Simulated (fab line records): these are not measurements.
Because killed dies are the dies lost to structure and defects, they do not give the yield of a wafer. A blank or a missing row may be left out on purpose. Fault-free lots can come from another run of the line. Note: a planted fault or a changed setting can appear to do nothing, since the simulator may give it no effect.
fab line records	flow sky130
[record] lots = 6	wafers = 18	lastDay = 49
route steps=708 shown METAL5@680 PASSIVATION@681 PAD_OPEN@694
lots that met no fault: from a run of the same line without faults
startH: hours from the record's opening day to when the first of the lot's shown wafers began	waitH: hours elapsed since this lot's preceding step	" the same as in the row above	L1.1+2: several wafers, shown together as one row	- no value, or no start given	* or withheld: withheld	< > ~ a bound
route shown NAME@n: names a module that has steps shown in the file, with the first one's number in the route	usual: average and standard deviation across the fault-free wafers	same: alike in all rows	chamber/n: place in a boat	sites: readings site by site	_std_site: standard deviation across them	_edge_site: mean of outer sites minus mean of inner sites	radiusMm: for every site, how far away it sits from the centre of the wafer	mask NAME#n: copy n	behind: tool/chamber where the wafer was last shaped	hold: why the lot went on hold/how many hours it stayed there/how the hold came to an end	device: names the non-switching transistor (n, p or np)	end of line: tests run on the same wafers once the route is complete	a step given without rows: its recipe and nothing more	killed: dies lost to structure and defects at the first sort, not the wafer's yield	map: a wafer's dies, x killed, . not, _ none there
set.NAME: the setting as run; set.NAME@STEP: as run at that earlier step	model.NAME: the simulator's own value behind a step, which no gauge read
certain route steps with their lots: each step a table, each wafer a row
services: a tool's chamber out of use, with start hour (startH, from the record's first day; less than 0 if before it), hours out, and reason
[[steps]]
[step SKY_METAL5_CLEAN_19]
[recipe] chemistry = O3/DIW	dry = n2Spin
[step SKY_PASSIVATION_CVD_00]
[recipe] material = SiO2	targetThkNm = 90	tempC = 400	timeS = withheld	rfW = 600
[usual] heaterPowerW = 691/100
lot.wafer	tool	chamber	startH	waitH	heaterPowerW
L181.1	pecvd-02	0	1053.00	0.0	713
L181.2	"	2	"	"	820
L181.4	"	2	"	"	822
L186.1	pecvd-02	0	1079.99	0.0	802
L186.4	"	0	"	"	801
L186.6	"	0	"	"	796
L187.1	pecvd-02	0	1082.59	0.0	830
L187.3	"	2	"	"	825
L187.4	"	0	"	"	843
L189.1	pecvd-03	1	1092.96	0.0	813
L189.2	"	0	"	"	659
L189.3	"	2	"	"	561
L196.2	pecvd-03	2	1126.10	0.0	467
L196.4	"	2	"	"	485
L196.5	"	1	"	"	815
L198.2	pecvd-03	2	1140.95	0.0	517
L198.4	"	0	"	"	702
L198.6	"	2	"	"	533
[step SKY_PASSIVATION_THK_MEAS_01]
[recipe] reads = SiO2_of_PASSIVATION_CVD_00
[usual] PASSIVATION_CVD_00_THK = 90.3/1.3
lot.wafer	tool	chamber	startH	waitH	PASSIVATION_CVD_00_THK[nm]
L181.1	filmMetro-02	-	1053.02	-	87.8
L181.2	"	-	"	"	88.6
L181.4	"	-	"	"	90.8
L186.1	filmMetro-03	-	1080.03	-	88.9
L186.4	"	-	"	"	89.1
L186.6	"	-	"	"	89.6
L187.1	filmMetro-02	-	1082.62	-	88.9
L187.3	"	-	"	"	90.4
L187.4	"	-	"	"	89.3
L189.1	filmMetro-02	-	1092.98	-	90.1
L189.2	"	-	"	"	90.4
L189.3	"	-	"	"	90.6
L196.2	filmMetro-04	-	1126.13	-	91.5
L196.4	"	-	"	"	91.9
L196.5	"	-	"	"	90.2
L198.2	filmMetro-02	-	1140.98	-	89.3
L198.4	"	-	"	"	91.1
L198.6	"	-	"	"	92.0
[step SKY_PASSIVATION_CVD_02]
[recipe] material = Si3N4	targetThkNm = 540	tempC = 400	timeS = withheld	rfW = 450
[usual] heaterPowerW = 738/88
lot.wafer	tool	chamber	startH	waitH	heaterPowerW
L181.1	pecvd-01	2	1053.08	0.1	663
L181.2	"	1	"	"	663
L181.4	"	0	"	"	721
L186.1	pecvd-01	0	1080.09	0.1	669
L186.4	"	2	"	"	749
L186.6	"	1	"	"	636
L187.1	pecvd-01	2	1082.68	0.1	757
L187.3	"	0	"	"	740
L187.4	"	0	"	"	746
L189.1	pecvd-02	1	1093.04	0.1	748
L189.2	"	0	"	"	795
L189.3	"	2	"	"	927
L196.2	pecvd-01	1	1126.18	0.0	587
L196.4	"	2	"	"	764
L196.5	"	1	"	"	662
L198.2	pecvd-01	2	1141.03	0.0	647
L198.4	"	0	"	"	763
L198.6	"	2	"	"	721
[step SKY_PASSIVATION_THK_MEAS_03]
[recipe] reads = Si3N4_of_PASSIVATION_CVD_02
[usual] PASSIVATION_CVD_02_THK = 539/8.5
lot.wafer	tool	chamber	startH	waitH	PASSIVATION_CVD_02_THK[nm]
L181.1	filmMetro-04	-	1053.31	-	544
L181.2	"	-	"	"	530
L181.4	"	-	"	"	548
L186.1	filmMetro-03	-	1080.31	-	535
L186.4	"	-	"	"	554
L186.6	"	-	"	"	539
L187.1	filmMetro-02	-	1082.91	-	542
L187.3	"	-	"	"	545
L187.4	"	-	"	"	549
L189.1	filmMetro-04	-	1093.27	-	535
L189.2	"	-	"	"	528
L189.3	"	-	"	"	538
L196.2	filmMetro-03	-	1126.53	-	534
L196.4	"	-	"	"	548
L196.5	"	-	"	"	540
L198.2	filmMetro-02	-	1141.38	-	530
L198.4	"	-	"	"	551
L198.6	"	-	"	"	541
[step SKY_PASSIVATION_DEHYDRATE_04]
[recipe] tempC = 200	timeS = 60
[step SKY_PASSIVATION_HMDS_05]
[recipe] primeTimeS = 60	primeTempC = 120
[step SKY_PASSIVATION_COAT_06]
[recipe] spinRpm = 2000	resistThkNm = 3000
[step SKY_PASSIVATION_SOFTBAKE_07]
[recipe] tempC = 110	timeS = withheld
[step SKY_PASSIVATION_EXPOSE_08]
[recipe] maskId = NSM	targetCdNm = 3000	na = 0.57	doseMj = 260
[step SKY_PASSIVATION_PEB_09]
[recipe] tempC = 115	timeS = withheld
[step SKY_PASSIVATION_DEVELOP_10]
[recipe] developTimeS = 60	devTempC = 23
[step SKY_PASSIVATION_ETCH_11]
[recipe] chemistry = CF4/O2	targetDepthNm = 725	stopOn = AlCu	sourceW = 800	biasW = 150	pressureMtorr = 150	cf4FlowSccm = 80	O2_flow_sccm = 10	timeS = 161.1
[usual] drypumpMotorCurrentA = 5.8/0.34	oesProductAu = 0.977/0.0073	throttleValvePct = 5.964/0.0097
lot.wafer	tool	chamber	startH	waitH	drypumpMotorCurrentA	oesProductAu	rfHoursCounterH	throttleValvePct
L181.1	rieDiel-01	3	1075.41	-	6.0	0.978	20	5.963
L181.2	"	2	"	"	5.3	0.965	21	5.958
L181.4	"	3	"	"	6.0	0.984	-	5.966
L186.1	rieDiel-04	2	1101.31	-	5.6	0.978	18	5.983
L186.4	"	3	"	"	5.4	0.983	14	5.972
L186.6	"	0	"	"	5.6	0.974	-	5.976
L187.1	rieDiel-01	1	1104.14	-	6.1	0.983	4	5.962
L187.3	"	0	"	"	6.2	0.977	27	5.965
L187.4	"	3	"	"	6.0	0.983	21	5.973
L189.1	rieDiel-01	2	1114.06	-	5.3	0.970	23	5.977
L189.2	"	3	"	"	6.0	0.984	21	5.963
L189.3	"	1	"	"	6.1	0.978	4	5.960
L196.2	rieDiel-02	1	1145.09	-	5.4	0.982	13	5.977
L196.4	"	3	"	"	6.1	0.971	22	5.960
L196.5	"	0	"	"	6.2	0.986	-	5.949
L198.2	rieDiel-04	2	1159.34	-	5.6	0.976	20	5.953
L198.4	"	0	"	"	5.5	0.983	10	5.972
L198.6	"	2	"	"	5.6	0.986	-	5.951
[step SKY_PASSIVATION_STRIP_12]
[recipe] chemistry = O2/N2	powerW = 1400	pressureMtorr = 1500	platenTempC = withheld	overashFraction = 0.7	o2FlowSccm = 3000	n2FlowSccm = 300
[usual] drypumpMotorCurrentA = 5.60/0.28	oesProductAu = 0.661/0.0043	stripTimeToEndpointS = 31.59/0.14
[same] overashFraction = 0.7
lot.wafer	tool	chamber	startH	waitH	drypumpMotorCurrentA	oesProductAu	rfHoursCounterH	stripTimeToEndpointS
L181.1	plasmaAsher-04	0	1075.52	0.1	5.41	0.659	32	31.51
L181.2	"	1	"	"	5.91	0.665	32	31.82
L181.4	"	0	"	"	5.44	0.662	-	31.66
L186.1	plasmaAsher-03	0	1101.42	0.1	5.14	0.665	4	31.67
L186.4	"	1	"	"	5.87	0.660	-	31.85
L186.6	"	1	"	"	5.85	0.666	-	31.58
L187.1	plasmaAsher-01	1	1104.25	0.1	5.69	0.658	90	31.77
L187.3	"	0	"	"	5.56	0.656	-	31.60
L187.4	"	1	"	"	5.71	0.664	-	31.59
L189.1	plasmaAsher-01	1	1114.17	0.1	5.73	0.663	91	31.67
L189.2	"	0	"	"	5.55	0.657	91	31.54
L189.3	"	0	"	"	5.56	0.660	-	31.77
L196.2	plasmaAsher-04	1	1145.20	0.1	5.90	0.662	40	31.70
L196.4	"	1	"	"	5.91	0.671	-	31.71
L196.5	"	1	"	"	5.90	0.658	-	31.53
L198.2	plasmaAsher-04	0	1159.45	0.1	5.42	0.664	41	31.52
L198.4	"	0	"	"	5.42	0.663	-	31.46
L198.6	"	0	"	"	5.40	0.665	-	31.47
[step SKY_PAD_OPEN_DEHYDRATE_00]
[recipe] tempC = 200	timeS = 60
[step SKY_PAD_OPEN_HMDS_01]
[recipe] primeTimeS = 60	primeTempC = 120
[step SKY_PAD_OPEN_COAT_02]
[recipe] spinRpm = 2000	resistThkNm = 3000
[step SKY_PAD_OPEN_SOFTBAKE_03]
[recipe] tempC = 110	timeS = withheld
[step SKY_PAD_OPEN_EXPOSE_04]
[recipe] maskId = PDM	targetCdNm = 60000	na = 0.57	doseMj = 260
[step SKY_PAD_OPEN_PEB_05]
[recipe] tempC = 115	timeS = withheld
[step SKY_PAD_OPEN_DEVELOP_06]
[recipe] developTimeS = 60	devTempC = 23
[step SKY_PAD_OPEN_ETCH_07]
[recipe] chemistry = CF4/O2	targetDepthNm = 725	stopOn = AlCu	sourceW = 800	biasW = 150	pressureMtorr = 150	cf4FlowSccm = 80	O2_flow_sccm = 10	timeS = 161.1
[usual] drypumpMotorCurrentA = 6.0/0.39	oesProductAu = 0.976/0.008	throttleValvePct = 5.963/0.0096
lot.wafer	tool	chamber	startH	waitH	drypumpMotorCurrentA	oesProductAu	rfHoursCounterH	throttleValvePct
L181.1	rieDiel-03	1	1096.48	-	6.3	0.975	21	5.948
L181.2	"	3	"	"	6.1	0.963	28	5.958
L181.4	"	0	"	"	6.6	0.989	18	5.971
L186.1	rieDiel-03	2	1121.62	-	5.5	0.975	24	5.955
L186.4	"	0	"	"	6.6	0.982	-	5.944
L186.6	"	1	"	"	6.3	0.979	-	5.965
L187.1	rieDiel-03	0	1124.38	-	6.6	0.984	19	5.949
L187.3	"	1	"	"	6.3	0.975	22	5.965
L187.4	"	2	"	"	5.5	0.971	-	5.972
L189.1	rieDiel-03	1	1133.51	-	6.3	0.974	23	5.988
L189.2	"	2	"	"	5.5	0.967	25	5.976
L189.3	"	0	"	"	6.6	0.979	20	5.963
L196.2	rieDiel-02	2	1162.63	-	5.8	0.971	22	5.970
L196.4	"	3	"	"	6.1	0.980	23	5.970
L196.5	"	3	"	"	6.1	0.974	-	5.964
L198.2	rieDiel-01	2	1175.77	-	5.3	0.969	25	5.964
L198.4	"	3	"	"	6.0	0.982	-	5.968
L198.6	"	3	"	"	6.0	0.987	-	5.963
[step SKY_PAD_OPEN_STRIP_08]
[recipe] chemistry = O2/N2	powerW = 1400	pressureMtorr = 1500	platenTempC = withheld	overashFraction = 0.7	o2FlowSccm = 3000	n2FlowSccm = 300
[usual] drypumpMotorCurrentA = 5.6/0.34	oesProductAu = 0.663/0.0049
[same] overashFraction = 0.7
lot.wafer	tool	chamber	startH	waitH	drypumpMotorCurrentA	oesProductAu	rfHoursCounterH
L181.1	plasmaAsher-03	1	1096.59	0.1	5.9	0.669	4
L181.2	"	0	"	"	5.2	0.665	4
L181.4	"	0	"	"	5.2	0.667	-
L186.1	plasmaAsher-04	1	1121.73	0.1	5.9	0.670	37
L186.4	"	0	"	"	5.4	0.656	-
L186.6	"	1	"	"	5.9	0.661	-
L187.1	plasmaAsher-02	1	1124.49	0.1	6.0	0.662	69
L187.3	"	1	"	"	6.0	0.665	-
L187.4	"	0	"	"	5.4	0.669	-
L189.1	plasmaAsher-03	0	1133.62	0.1	5.1	0.665	6
L189.2	"	1	"	"	5.9	0.656	6
L189.3	"	0	"	"	5.1	0.667	-
L196.2	plasmaAsher-02	1	1162.74	0.1	6.0	0.659	73
L196.4	"	0	"	"	5.4	0.664	-
L196.5	"	0	"	"	5.4	0.654	-
L198.2	plasmaAsher-04	1	1175.93	0.1	5.9	0.658	42
L198.4	"	1	"	"	5.9	0.667	-
L198.6	"	1	"	"	5.9	0.666	-
[step SKY_PAD_OPEN_STRIP_09]
[recipe] chemistry = postEtchResidueRemover	timeS = 1200	tempC = 72.5
[step SKY_PAD_OPEN_CLEAN_10]
[recipe] chemistry = IPA	timeS = 180	tempC = 25
[step SKY_PAD_OPEN_CLEAN_11]
[recipe] chemistry = O3/DIW	dry = n2Spin
[step SKY_PAD_OPEN_ANNEAL_12]
[recipe] tempC = 400	timeS = withheld	ambient = N2/H2	idleTempC = 300	rampUpCPerMin = 8	rampDownCPerMin = 4
[step SKY_PAD_OPEN_BOW_MEAS_13]
[recipe] mode = bow
[usual] PAD_OPEN_BOW = 50/9.1
lot.wafer	tool	chamber	startH	waitH	PAD_OPEN_BOW[um]
L181.1	filmMetro-04	-	1098.80	-	68
L181.2	"	-	"	"	62
L181.4	"	-	"	"	35
L186.1	filmMetro-01	-	1123.82	-	52
L186.4	"	-	"	"	51
L186.6	"	-	"	"	48
L187.1	filmMetro-01	-	1126.64	-	57
L187.3	"	-	"	"	45
L187.4	"	-	"	"	47
L189.1	filmMetro-02	-	1135.76	-	54
L189.2	"	-	"	"	50
L189.3	"	-	"	"	48
L196.2	filmMetro-04	-	1164.85	-	58
L196.4	"	-	"	"	53
L196.5	"	-	"	"	59
L198.2	filmMetro-04	-	1178.07	-	51
L198.4	"	-	"	"	61
L198.6	"	-	"	"	60
[step SKY_PAD_OPEN_PROBE_99]
[usual] defectLimitedYield = 82.5/1.7	killed_at_M0_to_M3 = 43/6.1	killed_at_M4_up = 3.5/2	killedAtContacts = 25/5.1	killedAtFrontEnd = 14/4.2	killedAtOther = 0.3/0.55	killedDies = 86/8.3	killedOpen = 46/7.2	killedShort = 39/6	sort_bin_3_pad_short = 0.9/0.42	sort_bin_5_function = 10.3/1.4	sort_bin_6_memory = 6.3/1.1	sortNPass = 406/8.3	sortYieldPct = 82.5/1.7
[same] grossDies = 492	killedAtBackSide = 0	sort_bin_4_leakage[%] = 0	sort_bin_8_speed[%] = 0
lot.wafer	tool	chamber	startH	waitH	defectLimitedYield[%]	killed_at_M0_to_M3	killed_at_M4_up	killedAtContacts	killedAtFrontEnd	killedAtOther	killedDies	killedOpen	killedShort	sort_bin_3_pad_short[%]	sort_bin_5_function[%]	sort_bin_6_memory[%]	sortNPass	sortYieldPct[%]	model.etest.tester.sortNPass	model.etest.tester.sortYieldPct	model.etest.tester.sort_bin_5_pct	model.etest.tester.sort_bin_3_pct
L181.1	prober-02	-	1098.92	0.1	81.7	44	4	26	16	0	90	39	51	1.4	10.8	6.1	402	81.7	402	81.71	10.77	1.423
L181.2	prober-02	-	1098.97	0.1	83.7	35	3	28	14	0	80	34	46	1.4	11.6	3.3	412	83.7	412	83.74	11.59	1.423
L181.4	prober-02	-	1099.07	0.2	79.7	49	2	32	17	0	100	48	52	1.0	8.9	10.4	392	79.7	392	79.67	8.943	1.016
L186.1	prober-01	-	1123.94	0.1	84.6	41	3	18	14	0	76	31	45	1.2	9.6	4.7	416	84.6	416	84.55	9.553	1.22
L186.4	prober-01	-	1124.09	0.2	80.1	43	4	31	20	0	98	60	38	1.0	12.0	6.9	394	80.1	394	80.08	11.99	1.016
L186.6	prober-01	-	1124.19	0.2	84.8	31	4	21	19	0	75	35	40	0.6	9.1	5.5	417	84.8	417	84.76	9.146	0.6098
L187.1	prober-02	-	1126.76	0.1	83.9	40	5	22	12	0	79	34	45	0.8	11.0	4.3	413	83.9	413	83.94	10.98	0.813
L187.3	prober-02	-	1126.86	0.2	82.7	48	2	29	6	0	85	56	28	0.6	11.0	5.7	407	82.7	407	82.72	10.98	0.6098
L187.4	prober-02	-	1126.91	0.2	77.8	38	3	25	9	34	109	44	32	2.6	12.8	6.7	383	77.8	383	77.85	12.8	2.642
L189.1	prober-01	-	1135.88	0.1	83.7	31	8	25	16	0	80	43	35	1.4	8.7	6.1	412	83.7	412	83.74	8.74	1.423
L189.2	prober-01	-	1135.93	0.1	78.7	50	1	20	6	28	105	41	36	2.6	12.6	6.1	387	78.7	387	78.66	12.6	2.642
L189.3	prober-01	-	1135.98	0.2	84.8	35	10	20	10	0	75	34	40	1.0	9.1	5.1	417	84.8	417	84.76	9.146	1.016
L196.2	prober-02	-	1165.00	0.1	81.1	54	3	19	16	1	93	50	43	1.0	11.2	6.7	399	81.1	399	81.1	11.18	1.016
L196.4	prober-02	-	1165.10	0.2	83.7	45	5	16	14	0	80	48	32	0.6	8.7	6.9	412	83.7	412	83.74	8.74	0.6098
L196.5	prober-02	-	1165.15	0.2	85.0	35	4	22	13	0	74	36	38	1.2	7.5	6.3	418	85.0	418	84.96	7.52	1.22
L198.2	prober-02	-	1178.22	0.1	83.5	39	2	22	18	0	81	44	34	1.2	10.8	4.5	411	83.5	411	83.54	10.77	1.22
L198.4	prober-02	-	1178.32	0.2	85.4	36	2	21	13	0	72	38	34	1.2	7.1	6.3	420	85.4	420	85.37	7.114	1.22
L198.6	prober-02	-	1178.42	0.2	83.9	40	4	21	14	0	79	43	36	0.4	10.6	5.1	413	83.9	413	83.94	10.57	0.4065
// killed by level:class
L181.1 VIA1:geometricParticle:open=12 CONTACT:geometricParticle:open=7 METAL1:geometricParticle:short=7 FIELD_ISO:geometricParticle:short=6 METAL2:geometricParticle:short=6 CONTACT:geometricParticle:short=5 LI_CONTACT:geometricParticle:open=5 LOCAL_INTERCONNECT:geometricParticle:short=5
L181.2 VIA3:geometricParticle:open=9 LI_CONTACT:geometricParticle:open=7 CONTACT:geometricParticle:short=7 CONTACT:geometricParticle:open=5 METAL1:geometricParticle:short=5 VIA3:geometricParticle:short=5 LI_CONTACT:geometricParticle:short=4 POLY_GATE:geometricParticle:short=4
L181.4 CONTACT:geometricParticle:open=10 VIA3:geometricParticle:open=10 CONTACT:geometricParticle:short=7 METAL1:geometricParticle:short=7 FIELD_ISO:geometricParticle:open=6 VIA2:geometricParticle:open=6 METAL3:geometricParticle:short=6 FIELD_ISO:geometricParticle:short=5
L186.1 CONTACT:geometricParticle:short=9 VIA1:geometricParticle:open=7 METAL2:geometricParticle:short=7 FIELD_ISO:geometricParticle:short=6 VIA3:geometricParticle:short=6 VIA2:geometricParticle:open=6 VIA3:geometricParticle:open=5 LOCAL_INTERCONNECT:geometricParticle:short=4
L186.4 VIA1:geometricParticle:open=12 VIA3:geometricParticle:open=9 CONTACT:geometricParticle:open=8 FIELD_ISO:geometricParticle:open=7 LOCAL_INTERCONNECT:geometricParticle:short=7 VIA2:geometricParticle:open=7 FIELD_ISO:geometricParticle:short=6 LI_CONTACT:geometricParticle:open=6
L186.6 LI_CONTACT:geometricParticle:short=7 VIA3:geometricParticle:open=7 FIELD_ISO:geometricParticle:short=6 METAL2:geometricParticle:short=6 FIELD_ISO:geometricParticle:open=5 LI_CONTACT:geometricParticle:open=5 POLY_GATE:geometricParticle:short=4 LOCAL_INTERCONNECT:geometricParticle:short=4
L187.1 VIA1:geometricParticle:open=12 METAL1:geometricParticle:short=10 CONTACT:geometricParticle:open=8 CONTACT:geometricParticle:short=7 VIA1:geometricParticle:short=5 FIELD_ISO:geometricParticle:short=4 LI_CONTACT:geometricParticle:open=3 VIA2:geometricParticle:open=3
L187.3 CONTACT:geometricParticle:open=14 VIA1:geometricParticle:open=14 LI_CONTACT:geometricParticle:open=8 VIA2:geometricParticle:open=7 METAL1:geometricParticle:short=5 VIA3:geometricParticle:open=4 METAL2:geometricParticle:short=4 VIA1:geometricParticle:short=3
L187.4 PASSIVATION:unspecified=33 VIA1:geometricParticle:open=14 CONTACT:geometricParticle:open=6 CONTACT:geometricParticle:short=6 LOCAL_INTERCONNECT:geometricParticle:short=5 VIA2:geometricParticle:open=5 LI_CONTACT:geometricParticle:open=4 METAL3:geometricParticle:short=3
L189.1 VIA1:geometricParticle:open=9 CONTACT:geometricParticle:open=7 LI_CONTACT:geometricParticle:open=6 POLY_GATE:geometricParticle:open=5 CONTACT:geometricParticle:short=5 METAL4:geometricParticle:short=5 LOCAL_INTERCONNECT:geometricParticle:short=4 METAL1:geometricParticle:short=4
L189.2 PASSIVATION:unspecified=28 CONTACT:geometricParticle:open=9 VIA1:geometricParticle:open=9 METAL2:geometricParticle:short=7 METAL1:geometricParticle:short=6 VIA1:geometricParticle:short=6 VIA3:geometricParticle:open=6 LI_CONTACT:geometricParticle:open=5
L189.3 LI_CONTACT:geometricParticle:open=11 METAL4:geometricParticle:short=8 VIA1:geometricParticle:short=7 METAL2:geometricParticle:short=6 FIELD_ISO:geometricParticle:open=5 METAL1:geometricParticle:short=4 VIA1:geometricParticle:open=4 FIELD_ISO:geometricParticle:short=3
L196.2 VIA1:geometricParticle:open=10 VIA3:geometricParticle:open=8 METAL1:geometricParticle:short=7 VIA2:geometricParticle:open=7 CONTACT:geometricParticle:open=6 METAL2:geometricParticle:short=6 FIELD_ISO:geometricParticle:short=5 FIELD_ISO:geometricParticle:open=4
L196.4 VIA3:geometricParticle:open=10 VIA1:geometricParticle:open=8 LI_CONTACT:geometricParticle:open=7 CONTACT:geometricParticle:open=5 VIA3:geometricParticle:short=5 METAL4:geometricParticle:short=5 METAL1:geometricParticle:open=4 METAL1:geometricParticle:short=4
L196.5 CONTACT:geometricParticle:open=8 CONTACT:geometricParticle:short=7 VIA2:geometricParticle:open=6 VIA3:geometricParticle:open=6 LOCAL_INTERCONNECT:geometricParticle:short=5 VIA1:geometricParticle:open=5 METAL1:geometricParticle:short=4 METAL4:geometricParticle:short=4
L198.2 VIA1:geometricParticle:open=10 CONTACT:geometricParticle:short=8 CONTACT:geometricParticle:open=8 FIELD_ISO:geometricParticle:open=5 VIA3:geometricParticle:open=5 VIA1:geometricParticle:short=5 METAL1:geometricParticle:short=4 METAL2:geometricParticle:open=4
L198.4 VIA1:geometricParticle:open=9 LI_CONTACT:geometricParticle:open=7 CONTACT:geometricParticle:open=6 METAL1:geometricParticle:short=6 FIELD_ISO:geometricParticle:open=5 METAL2:geometricParticle:short=5 VIA1:geometricParticle:short=4 VIA3:geometricParticle:short=4
L198.6 VIA1:geometricParticle:open=10 METAL1:geometricParticle:short=8 LI_CONTACT:geometricParticle:open=7 CONTACT:geometricParticle:open=7 METAL2:geometricParticle:short=6 VIA3:geometricParticle:open=5 VIA2:geometricParticle:open=4 METAL4:geometricParticle:short=4
// map L187.4 (x killed, . not)
__________..x...xxxx_________
________....x...xxxxxx_______
______.........xxxxxxxxx_____
_____..x..x.....xxxxxxx.x____
____.......x.xx.x.xxxxx.x.___
___.x.....x........xxx.....__
__x.x.........xx......x....._
_.......x.......x.......x....
_.............x.....x........
_.x.x...xx...................
_..........x.................
_.................x....x....x
_.........x...x..x.x..x....x.
_..xxx...xxx......x....x..x..
_x....x.......x............x.
__...x..x..x..x....x........_
___....x...........xx......__
____.....x......xx.....x..___
_____............xx.x....____
______x.....x.x......x.x_____
________x..xxx........_______
__________......x.x._________
// map L189.2 (x killed, . not)
__________......xxxx_________
________x......xxxxxxx_______
______......x...xxxxxxxx_____
_____...x.........xxxxxx.____
____.......xx.....xxxx.xx.___
___x.x.x...x.......x.....x.__
__....x.....xx..x.xx........_
_x..........x.........x.x....
_...x............x..x.....x.x
_.....x.x.x.x.x.x.....xx.....
_.x...............x......x...
_...x.......x.........x......
_...x...x.............x..x...
_.x....x.x.x....x............
_.x.xxx....x....x.........x..
__..x.......x......x.....x.._
___.........xxx...x........__
____.......x....x.........___
_____....x....x.......x..____
______x........x........_____
________......x......._______
__________.....x.x.._________
[[services]]
tool	chamber	startH	hours	kind
pecvd-02	0	1035.25	2.1	scheduledDown
rieDiel-01	3	1039.24	3.6	repair
pecvd-03	-	1050.69	2.8	pm
plasmaAsher-03	-	1055.25	9.0	pm
pecvd-02	2	1057.76	5.5	scheduledDown
plasmaAsher-01	-	1064.74	21.8	pm
rieDiel-01	0	1074.01	4.4	repair
pecvd-02	1	1075.73	16.5	scheduledDown
rieDiel-02	1	1076.15	61.7	repair
plasmaAsher-03	-	1109.46	0.5	repair
pecvd-01	-	1113.06	6.0	pm
plasmaAsher-03	-	1115.73	8.5	repair
rieDiel-03	3	1119.88	-	clean
rieDiel-03	3	1119.88	22.5	scheduledDown
rieDiel-03	3	1119.88	22.5	ventCycle
rieDiel-02	-	1123.57	1.2	repair
pecvd-01	0	1124.25	5.5	scheduledDown
rieDiel-02	-	1128.25	15.6	pm
pecvd-01	1	1137.72	5.5	scheduledDown
plasmaAsher-01	-	1145.85	1.2	repair
rieDiel-03	-	1146.66	2.8	pm
rieDiel-01	0	1162.25	-	clean
rieDiel-01	2	1166.10	7.5	repair
rieDiel-01	1	1175.53	4.0	repair
[[key]]
[firstSign] step = SKY_PAD_OPEN_PROBE_99	reading = killedAtOther	direction = up	sigmas = 31	usual = 0.3	struck = 31
[effect] step = SKY_PAD_OPEN_PROBE_99	reading = sort_bin_3_pad_short	direction = up	sigmas = 4.1	usual = 0.9	struck = 2.6
[modelEffect] step = SKY_PAD_OPEN_PROBE_99	value = etest.tester.sortNPass	without = 411	struck = 385
metAt SKY_PASSIVATION_ETCH_11
struckWafers L187.4,L189.2
onsetBetween 1075.41 1104.14
[fault] kind = chamberParticleSource	tool = rieDiel-01	chamber = 3	onsetH = 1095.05	steps = SKY_PASSIVATION_ETCH_11	ratePerVisitCm2 = 0.61381	endH = 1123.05
